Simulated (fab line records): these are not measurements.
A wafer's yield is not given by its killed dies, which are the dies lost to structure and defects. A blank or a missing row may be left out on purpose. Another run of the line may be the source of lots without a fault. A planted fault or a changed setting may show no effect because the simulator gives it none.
Comparing a struck lot with a sound one | flow gf180mcu | 14 steps out of a route of 602
Sound: the wafers L987.1, L987.2, L987.6. Wafers struck: L997.1, L997.4, L997.5. Last of all comes the cause.
Per side, at each step with rows, come the tool, then ch with its chambers, and then its first start. Under that, the readings that differ: sound wafers | struck wafers | difference of the means | sigmas: that difference in standard deviations of wafers without a fault.
alike: words and numbers the same on both sides, and readings whose means are apart by under 2 such deviations; not compared: readings that were withheld, readings missing a value for some wafer, numbers with overlapping values and no deviation given by the record, and bounds like >300 which may hide the same value.
Wherever a step has rows on one side only, a row that says differs or no value, or a row with sigmas, the two part there. When numbers do not overlap yet have no deviation, they are printed without sigmas and do not part them. A reading missing from all wafers of one side parts the sides only when that side holds two or more wafers.

GF_M1_SPUTTER_00: material Ti, target thk 37.5 nm, time 150 s.
  sound: pvd_sputter-02 at day 16 18:01; struck: pvd_sputter-03 at day 20 05:23
  alike: throttle_valve_pct
GF_M1_SPUTTER_01: material TiN, target thk 30 nm, time 25 s.
  sound: pvd_sputter-02 at day 16 18:07; struck: pvd_sputter-03 at day 20 05:29
  alike: throttle_valve_pct
GF_M1_SPUTTER_02: material AlCu, target thk 450 nm, time 23.9 s.
  sound: pvd_sputter-02 at day 16 18:09; struck: pvd_sputter-03 at day 20 05:31
  alike: throttle_valve_pct
GF_M1_SPUTTER_03: material Ti, target thk 10 nm, time 6.7 s.
  sound: pvd_sputter-02 at day 16 18:11; struck: pvd_sputter-03 at day 20 05:32
  alike: throttle_valve_pct
GF_M1_SPUTTER_04: material TiN, target thk 50 nm, time 41.7 s.
  sound: pvd_sputter-02 at day 16 18:12; struck: pvd_sputter-03 at day 20 05:34
  alike: throttle_valve_pct
GF_M1_RS_MEAS_05: measures by four-point-probe.
  sound: film_metro-01 at day 16 18:14; struck: film_metro-02 at day 20 05:36
  alike: M1_ALCU_RS
GF_M1_THK_MEAS_06: measures by xrf.
  sound: film_metro-01 at day 16 18:22; struck: film_metro-02 at day 20 05:43
  alike: M1_ALCU_THK
then, 5 steps without rows for these wafers: GF_M1_DEHYDRATE_07 (time 60 s); GF_M1_HMDS_08 (prime time 60 s); GF_M1_COAT_09 (resist thk 1000 nm); GF_M1_SOFTBAKE_10 (time 60 s); GF_M1_EXPOSE_11 (exposes mask Metal1, target cd 230 nm).
GF_M1_PEB_12: peb time 90 s.
  struck on litho_track-04, day 21 04:15; sound on litho_track-02 ch 0, day 17 16:31
  no value came back on the struck wafers for chill_plate_temp_C (C), exhaust_pa (Pa); on the sound wafers chill_plate_temp_C (C) reads 22.92 22.96 23.00
then, 1 step without rows for these wafers: GF_M1_DEVELOP_13 (develop time 60 s).

WHERE THEY PART
Within this record, at GF_M1_PEB_12 only.

WHY: what had been put in by the simulator
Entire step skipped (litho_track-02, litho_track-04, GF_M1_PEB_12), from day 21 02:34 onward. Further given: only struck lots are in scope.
